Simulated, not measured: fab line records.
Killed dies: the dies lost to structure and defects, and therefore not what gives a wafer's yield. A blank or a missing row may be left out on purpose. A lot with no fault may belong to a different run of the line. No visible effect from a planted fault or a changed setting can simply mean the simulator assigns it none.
Which tool did it? | flow sky130 | 36 wafers from 12 lots sampled at 5 of the route's 708 steps

== WHAT THE GAUGES SHOWED, per wafer ==
SKY_POLY_CUT_OVL_MEAS_09.
lot  | measured     | on         | POLY_CUT_OVL (nm)
L645 | day 24 21:31 | overlay-01 | 2 -4 -3
L646 | day 25 17:09 | overlay-01 | -1 2 3
L648 | day 26 02:05 | overlay-02 | -8 -3 -13
L652 | day 27 20:51 | overlay-02 | -11 -6 -17
L654 | day 28 05:28 | overlay-02 | -12 -7 -17
L655 | day 28 12:50 | overlay-02 | -1 -4 -5
L656 | day 29 09:37 | overlay-02 | -5 -6 -2
L661 | day 30 06:45 | overlay-01 | -4 -16 -8
L662 | day 30 11:24 | overlay-02 | -7 -3 -7
L664 | day 31 11:11 | overlay-02 | 5 5 3
L665 | day 31 22:37 | overlay-01 | -2 -8 -2
L667 | day 32 09:42 | overlay-01 | 11 3 6

SKY_SD_P_CD_MEAS_07 targets a cd of 380 nm.
lot  | measured     | on        | cd-nm (nm)
L645 | day 26 02:16 | cd-sem-02 | 377.2 377.7 378.7
L646 | day 26 21:31 | cd-sem-01 | 375.3 375.8 375.8
L648 | day 27 06:14 | cd-sem-02 | 377.6 380.7 380.1
L652 | day 29 01:23 | cd-sem-01 | 376.6 377.2 378.1
L654 | day 29 09:51 | cd-sem-01 | 382.5 378.9 382.1
L655 | day 29 17:52 | cd-sem-02 | 411.2 411.0 409.6
L656 | day 30 14:06 | cd-sem-01 | 382.0 383.2 380.4
L661 | day 31 11:26 | cd-sem-01 | 378.7 378.8 381.5
L662 | day 31 15:10 | cd-sem-02 | 380.2 381.8 382.4
L664 | day 32 14:41 | cd-sem-02 | 377.6 380.4 378.8
L665 | day 33 02:01 | cd-sem-01 | 383.1 383.5 383.9
L667 | day 33 11:16 | cd-sem-01 | 378.6 378.5 380.6

SKY_SD_N_RS_MEAS_17: measurement is done with a four-point probe.
lot  | measured     | on            | SD_P_RS (ohm/sq)
L645 | day 28 12:29 | film-metro-03 | 147.4 147.5 147.6
L646 | day 29 07:28 | film-metro-01 | 147.3 147.2 147.1
L648 | day 29 16:15 | film-metro-01 | 147.4 147.4 147.3
L652 | day 31 11:06 | film-metro-04 | 146.7 146.9 147.0
L654 | day 31 19:01 | film-metro-01 | 147.3 147.3 147.7
L655 | day 32 03:30 | film-metro-01 | 147.2 147.3 147.4
L656 | day 32 21:58 | film-metro-03 | 147.7 147.5 147.8
L661 | day 33 18:15 | film-metro-03 | 147.4 146.9 147.0
L662 | day 33 22:34 | film-metro-04 | 147.2 147.2 146.8
L664 | day 34 21:01 | film-metro-01 | 147.6 147.3 147.3
L665 | day 35 08:59 | film-metro-01 | 147.0 146.5 146.6
L667 | day 35 18:10 | film-metro-03 | 146.8 147.6 146.7

== WHAT TOOL EACH LOT RAN ON (gives the tool, then ch and the chambers of the sampled wafers, and finally the start) ==
lot  | SKY_POLY_CUT_STRIP_12                | SKY_SD_P_EXPOSE_04
L645 | plasma-asher-03 ch 0,1, day 24 21:38 | iline-stepper-02 ch 0, day 25 11:47
L646 | plasma-asher-04 ch 0,1, day 25 17:16 | iline-stepper-02 ch 0, day 26 07:40
L648 | plasma-asher-03 ch 0,1, day 26 02:12 | iline-stepper-02 ch 0, day 26 16:31
L652 | plasma-asher-04 ch 0,1, day 27 20:58 | iline-stepper-01 ch 0, day 28 11:02
L654 | plasma-asher-02 ch 0,1, day 28 05:36 | iline-stepper-01 ch 0, day 28 19:50
L655 | plasma-asher-03 ch 0,1, day 28 12:57 | iline-stepper-02 ch 0, day 29 03:22
L656 | plasma-asher-03 ch 0,1, day 29 09:46 | iline-stepper-01 ch 0, day 30 00:31
L661 | plasma-asher-02 ch 0,1, day 30 06:52 | iline-stepper-01 ch 0, day 30 21:22
L662 | plasma-asher-04 ch 0,1, day 30 11:32 | iline-stepper-02 ch 0, day 31 01:44
L664 | plasma-asher-02 ch 0,1, day 31 11:18 | iline-stepper-02 ch 0, day 32 01:01
L665 | plasma-asher-04 ch 0,1, day 31 22:44 | iline-stepper-02 ch 0, day 32 13:28
L667 | plasma-asher-04 ch 0,1, day 32 09:49 | iline-stepper-01 ch 0, day 32 22:37
- SKY_POLY_CUT_STRIP_12: strips in O2/N2.
- SKY_SD_P_EXPOSE_04: exposes mask PSDM, target cd 380 nm.

== WHAT THE TOOLS THEMSELVES READ (means of the sampled wafers that have a number; where no wafer has one, the mark that the record gives instead) ==
SKY_POLY_CUT_STRIP_12.
lot  | tool            | drypump-motor-current-A (A) | oes-product-au (a.u.) | strip-time-to-endpoint-s (s)
L645 | plasma-asher-03 | 6.1                         | 0.455                 | 5.376
L646 | plasma-asher-04 | 5.5                         | 0.457                 | 5.378
L648 | plasma-asher-03 | 6.4                         | 0.454                 | 5.367
L652 | plasma-asher-04 | 5.7                         | 0.457                 | 5.362
L654 | plasma-asher-02 | 5.4                         | 0.453                 | 5.354
L655 | plasma-asher-03 | 6.4                         | 0.454                 | 5.360
L656 | plasma-asher-03 | 6.2                         | 0.459                 | 5.347
L661 | plasma-asher-02 | 5.4                         | 0.451                 | 5.380
L662 | plasma-asher-04 | 5.5                         | 0.456                 | 5.374
L664 | plasma-asher-02 | 5.4                         | 0.446                 | 5.353
L665 | plasma-asher-04 | 5.6                         | 0.454                 | 5.335
L667 | plasma-asher-04 | 5.7                         | 0.450                 | 5.340

SKY_SD_P_EXPOSE_04.
lot  | tool             | focus-offset-nm (nm) | reticle-temp-C (C)
L645 | iline-stepper-02 | 0.3                  | 22.88
L646 | iline-stepper-02 | 0.2                  | 22.92
L648 | iline-stepper-02 | 0.5                  | 22.94
L652 | iline-stepper-01 | -0.7                 | 23.01
L654 | iline-stepper-01 | -0.2                 | 22.94
L655 | iline-stepper-02 | 0.2                  | 22.89
L656 | iline-stepper-01 | 0.1                  | 23.12
L661 | iline-stepper-01 | 0.4                  | 22.83
L662 | iline-stepper-02 | -0.6                 | 23.06
L664 | iline-stepper-02 | -0.2                 | 23.00
L665 | iline-stepper-02 | -0.4                 | 22.89
L667 | iline-stepper-01 | 0.1                  | 22.88

== THE ANSWER, worked out from the rows above alone ==
Rule: the usual values come from the lots themselves. Put in order of their means at a reading, lots are off if they are a third of the lots or fewer, leave a main group of 4 or more, and stand apart from it by a gap of 3 or more times the standard deviation of the main group's means; of several such gaps the widest counts. If all means in a main group match to the digits the tables above print for the reading, that group is not used. A lot without any number at a reading at which 4 lots or more have one is off too. All remaining lots with rows at the step are treated as sound. After the gauges, taken in route order, come the tools' own readings; for these a lot's mean is taken, as printed above. The first step at which some lot is off is used, and at that step the reading that is off furthest; a lot without a number counts as furthest.
Off, at SKY_SD_P_CD_MEAS_07 on cd-nm: L655. For the main group the mean is 379.6 nm and the standard deviation 2.2.
If a tool, at a process step before that reading, ran all the lots that are off and no sound lot after the first of them, it fits. Not tried: the gauges at SKY_SD_P_CD_MEAS_07; whatever is off there is also off at SKY_POLY_CUT_STRIP_12, on other tools, and gauge error can't account for it. None of those tried fits.

== WHAT THE SIMULATOR HAD PUT IN ==
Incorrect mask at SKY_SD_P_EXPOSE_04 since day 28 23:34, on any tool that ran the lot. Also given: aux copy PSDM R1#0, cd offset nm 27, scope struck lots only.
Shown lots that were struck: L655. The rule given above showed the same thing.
